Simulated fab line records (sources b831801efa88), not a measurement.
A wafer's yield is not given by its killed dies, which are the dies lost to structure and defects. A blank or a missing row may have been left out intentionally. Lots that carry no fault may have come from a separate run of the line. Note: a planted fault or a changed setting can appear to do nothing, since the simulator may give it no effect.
Which tool is to blame? / flow sky130 / Sampling: 9 lots, 27 wafers, 2 of 708 route steps

## WHAT THE GAUGES READ, wafer by wafer
SKY_LDD_LDN_TW_MEAS_13.
lot=L979; measured=day 22 17:49; on=film_metro-04; LDD_LDN_TW=1502 1491 1494
lot=L980; measured=day 23 04:57; on=film_metro-03; LDD_LDN_TW=1484 1473 1478
lot=L981; measured=day 23 14:46; on=film_metro-02; LDD_LDN_TW=1485 1484 1496
lot=L982; measured=day 23 22:09; on=film_metro-03; LDD_LDN_TW=1475 1470 1480
lot=L983; measured=day 25 03:40; on=film_metro-03; LDD_LDN_TW=1476 1470 1480
lot=L984; measured=day 25 15:13; on=film_metro-02; LDD_LDN_TW=1393 1394 1389
lot=L985; measured=day 26 07:12; on=film_metro-02; LDD_LDN_TW=1395 1392 1405
lot=L986; measured=day 26 08:46; on=film_metro-03; LDD_LDN_TW=1384 1387 1380
lot=L987; measured=day 26 12:51; on=film_metro-03; LDD_LDN_TW=1388 1388 1389

## TOOL THAT RAN EACH LOT (tool first, then ch and the chambers of the sampled wafers, then the start)
lot=L979; SKY_LDD_LDN_IMPLANT_08=implanter-04 ch 0, day 22 17:09
lot=L980; SKY_LDD_LDN_IMPLANT_08=implanter-03 ch 0, day 23 04:15
lot=L981; SKY_LDD_LDN_IMPLANT_08=implanter-01 ch 0, day 23 14:06
lot=L982; SKY_LDD_LDN_IMPLANT_08=implanter-04 ch 0, day 23 21:27
lot=L983; SKY_LDD_LDN_IMPLANT_08=implanter-03 ch 0, day 25 03:01
lot=L984; SKY_LDD_LDN_IMPLANT_08=implanter-04 ch 0, day 25 14:33
lot=L985; SKY_LDD_LDN_IMPLANT_08=implanter-01 ch 0, day 26 06:30
lot=L986; SKY_LDD_LDN_IMPLANT_08=implanter-03 ch 0, day 26 08:04
lot=L987; SKY_LDD_LDN_IMPLANT_08=implanter-01 ch 0, day 26 12:09
- SKY_LDD_LDN_IMPLANT_08

## WHAT THE TOOLS THEMSELVES READ (means of the sampled wafers that have a number; where no wafer has one, the mark that the record gives instead)
SKY_LDD_LDN_IMPLANT_08.
lot=L979; tool=implanter-04; dose_ions_cm2=1.2483e+13; end_station_pressure_torr (Torr)=4.88e-06
lot=L980; tool=implanter-03; dose_ions_cm2=1.2507e+13; end_station_pressure_torr (Torr)=4.95e-06
lot=L981; tool=implanter-01; dose_ions_cm2=1.2499e+13; end_station_pressure_torr (Torr)=5.19e-06
lot=L982; tool=implanter-04; dose_ions_cm2=1.2495e+13; end_station_pressure_torr (Torr)=4.96e-06
lot=L983; tool=implanter-03; dose_ions_cm2=1.2495e+13; end_station_pressure_torr (Torr)=4.88e-06
lot=L984; tool=implanter-04; dose_ions_cm2=1.2496e+13; end_station_pressure_torr (Torr)=4.95e-06
lot=L985; tool=implanter-01; dose_ions_cm2=1.2506e+13; end_station_pressure_torr (Torr)=5.01e-06
lot=L986; tool=implanter-03; dose_ions_cm2=1.2496e+13; end_station_pressure_torr (Torr)=4.83e-06
lot=L987; tool=implanter-01; dose_ions_cm2=1.2479e+13; end_station_pressure_torr (Torr)=5.11e-06

## THE ANSWER, worked out from the rows above alone
Rule: what is usual is taken from the lots themselves. Put in order of their means at a reading, lots are off if they are a third of the lots or fewer, leave a main group of 4 or more, and stand apart from it by a gap of 3 or more times the standard deviation of the main group's means; of several such gaps the widest counts. If all means in a main group match to the digits the tables above print for the reading, that group is not used. A lot without any number at a reading at which 4 lots or more have one is off too. Where the step has rows for the other lots, those lots are counted as sound. After the gauges, taken in route order, come the tools' own readings; for these a lot's mean is taken, as printed above. At the first step where some lot is off, the reading lying furthest off is the one used; lots without a number count as furthest.
None of the lots is off at any reading shown; this tells nothing.

## WHAT THE SIMULATOR HAD INSERTED
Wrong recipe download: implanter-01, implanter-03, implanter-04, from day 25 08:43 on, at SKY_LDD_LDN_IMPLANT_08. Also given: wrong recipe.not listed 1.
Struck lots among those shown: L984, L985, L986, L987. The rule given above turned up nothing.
